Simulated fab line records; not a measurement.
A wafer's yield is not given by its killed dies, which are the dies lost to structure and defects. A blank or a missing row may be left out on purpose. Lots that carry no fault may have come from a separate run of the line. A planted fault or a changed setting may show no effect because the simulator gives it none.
Which tool is to blame? | flow gf180mcu | 39 wafers sampled from 13 lots at 1 step of a route of 602

WHAT THE GAUGES SHOWED, per wafer
GF_V3_RS_MEAS_24: measures by four-point-probe.
lot  | measured     | on            | V3_W_RS (ohm/sq)
L267 | day 22 20:26 | film_metro-03 | 0.319 0.321 0.326
L269 | day 23 19:23 | film_metro-03 | 0.325 0.329 0.322
L270 | day 24 05:58 | film_metro-03 | 0.334 0.326 0.331
L273 | day 25 03:17 | film_metro-03 | 0.328 0.330 0.326
L274 | day 25 06:05 | film_metro-02 | 0.325 0.324 0.332
L275 | day 25 21:28 | film_metro-01 | 0.331 0.327 0.330
L277 | day 26 05:35 | film_metro-03 | 0.328 0.325 0.325
L276 | day 26 07:59 | film_metro-02 | 0.328 0.326 0.324
L278 | day 26 19:13 | film_metro-01 | 0.327 0.329 0.327
L279 | day 27 01:50 | film_metro-03 | 0.329 0.322 0.324
L280 | day 27 08:52 | film_metro-01 | 0.329 0.330 0.332
L283 | day 28 09:35 | film_metro-01 | 0.327 0.331 0.325
L289 | day 30 06:14 | film_metro-03 | 0.329 0.327 0.329

EACH LOT AND THE TOOL THAT RAN IT (in order: tool; ch and the chambers of the sampled wafers; start)
Record: no process step prior to these readings.

WHAT THE TOOLS THEMSELVES READ (means of the sampled wafers that have a number; where no wafer has one, the mark that the record gives instead)
The record holds no such reading with a usual standard deviation.

THE ANSWER, worked out from the rows above alone
Rule: the lots themselves supply what counts as usual. The widest of any qualifying gaps counts: lots, ordered by their means at a reading, are off when they make up no more than a third of the lots, leave a main group of 4 or more, and stand apart from it by 3 or more times the standard deviation of that group's means. The tables above print the reading to a certain number of digits; a main group whose means all agree to those digits is not used. A lot without any number at a reading at which 4 lots or more have one is off too. All remaining lots with rows at the step are treated as sound. After the gauges, taken in route order, come the tools' own readings; for these a lot's mean is taken, as printed above. The first step at which some lot is off is used, and at that step the reading that is off furthest; a lot without a number counts as furthest.
Nothing can be told from this: no lot is off at any reading shown.

WHAT HAD BEEN PUT IN BY THE SIMULATOR
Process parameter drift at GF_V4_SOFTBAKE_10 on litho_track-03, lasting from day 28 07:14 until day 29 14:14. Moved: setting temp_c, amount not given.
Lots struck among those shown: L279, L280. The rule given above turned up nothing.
